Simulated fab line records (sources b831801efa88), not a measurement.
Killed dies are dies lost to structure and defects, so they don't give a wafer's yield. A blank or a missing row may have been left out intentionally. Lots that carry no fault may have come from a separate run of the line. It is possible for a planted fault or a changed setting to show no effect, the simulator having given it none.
Matching of chambers	flow sky130	cmp-01 running SKY_VIA4_CMP_21: 4 sister chambers
The step polishes, stops on SiO2, t overpolish 25 s, target thk 0 nm. 14 wafers are shown with their chamber, then 7 later ones without.

== WAFERS WITH THEIR CHAMBER ==
wafer	chamber	motor_current_A (A)	time_to_endpoint_s (s)
L634.2	2	11.9	125
L634.3	0	9.7	118
L634.5	1	12.4	126
L636.2	0	10.3	119
L636.5	1	12.2	126
L636.6	2	12.1	115
L640.3	0	9.7	123
L640.4	3	10.0	127
L640.5	2	11.7	125
L639.1	0	9.6	119
L639.3	1	11.6	127
L639.4	3	9.7	123
L641.1	0	10.2	122
L641.2	2	12.6	121

SIGNATURES, as means of the wafers listed above
reading	chamber 0	chamber 1	chamber 2	chamber 3	scatter within a chamber
motor_current_A	9.900	12.067	12.075	9.850	0.355
time_to_endpoint_s	120.20	126.33	121.50	125.00	3.07
Rule: a wafer's distance from a chamber is the root of the sum, over the readings, of the square of ((its reading less the chamber's mean) divided by the reading's scatter). The wafer belongs to the nearest chamber; if the next one is less than 2 further off, it can't be placed. How the scatter is found: for the shown wafers, subtract from each reading the mean of its chamber, square and add these, divide the total by (wafers less chambers), then take the root.

== WAFERS WITHOUT THEIR CHAMBER ==
wafer	motor_current_A (A)	time_to_endpoint_s (s)
L641.6	10.6	126
L642.1	11.9	125
L642.2	11.6	126
L642.4	10.4	120
L643.1	11.7	120
L643.2	11.2	127
L643.3	9.7	124

== WHICH CHAMBER EACH WENT THROUGH ==
wafer	from the rows above	in truth
L641.6	can't be placed: 3 or 0 or 1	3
L642.1	can't be placed: 1 or 2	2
L642.2	can't be placed: 1 or 2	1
L642.4	can't be placed: 0 or 3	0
L643.1	can't be placed: 2 or 1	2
L643.2	can't be placed: 1 or 2 or 3 or 0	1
L643.3	can't be placed: 3 or 0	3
Placed correctly: 0 of 7. These rows do not allow placing 7 (true chamber among the candidates in 7). Number placed wrongly: 0.
